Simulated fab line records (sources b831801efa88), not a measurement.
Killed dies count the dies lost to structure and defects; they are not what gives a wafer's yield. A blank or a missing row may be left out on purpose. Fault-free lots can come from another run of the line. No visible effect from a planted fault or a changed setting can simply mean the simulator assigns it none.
Chamber matching + flow sky130 + cmp-02 running SKY_LI_CONTACT_CMP_24: 4 sister chambers
The step polishes, stops on PSG, t overpolish 20 s, target thk 0 nm. 4 wafers are shown with their chamber, then 9 later ones without.

## WAFERS PAIRED WITH THEIR CHAMBERS
| wafer  | chamber | motor_current_A (A) |
|--------|---------|---------------------|
| L746.4 | 1       | 10.8                |
| L754.2 | 0       | 10.1                |
| L754.3 | 2       | 11.6                |
| L754.6 | 3       | 13.3                |

## WAFERS WITHOUT THEIR CHAMBER
| wafer  | motor_current_A (A) |
|--------|---------------------|
| L755.2 | 10.9                |
| L755.3 | 13.7                |
| L755.4 | 10.3                |
| L757.1 | 11.3                |
| L757.2 | 9.8                 |
| L757.5 | 11.1                |
| L762.3 | 13.1                |
| L762.4 | 10.2                |
| L762.6 | 11.1                |

## WHICH CHAMBER EACH ONE RAN IN
| wafer  | from the rows above     | in truth |
|--------|-------------------------|----------|
| L755.2 | 1                       | 1        |
| L755.3 | 3                       | 3        |
| L755.4 | can't be placed: 0 or 1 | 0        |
| L757.1 | can't be placed: 2 or 1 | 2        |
| L757.2 | 0                       | 0        |
| L757.5 | can't be placed: 1 or 2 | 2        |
| L762.3 | 3                       | 3        |
| L762.4 | can't be placed: 0 or 1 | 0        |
| L762.6 | can't be placed: 1 or 2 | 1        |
4 of 9 placed correctly. Not placeable from these rows: 5 (in 5, the candidates include the true chamber). Wrongly placed: 0.
How it was worked out, from the rows above alone: a wafer's distance from a chamber is the root of the sum, over the readings, of the square of ((its reading less the chamber's mean) divided by the reading's scatter). The wafer belongs to the nearest chamber; if the next one is less than 2 further off, it can't be placed. The mean given for a chamber averages the wafers shown for that chamber. The scatter: with one shown wafer a chamber, the root of the mean of the squares of how far each hidden wafer lies from its nearest shown one.
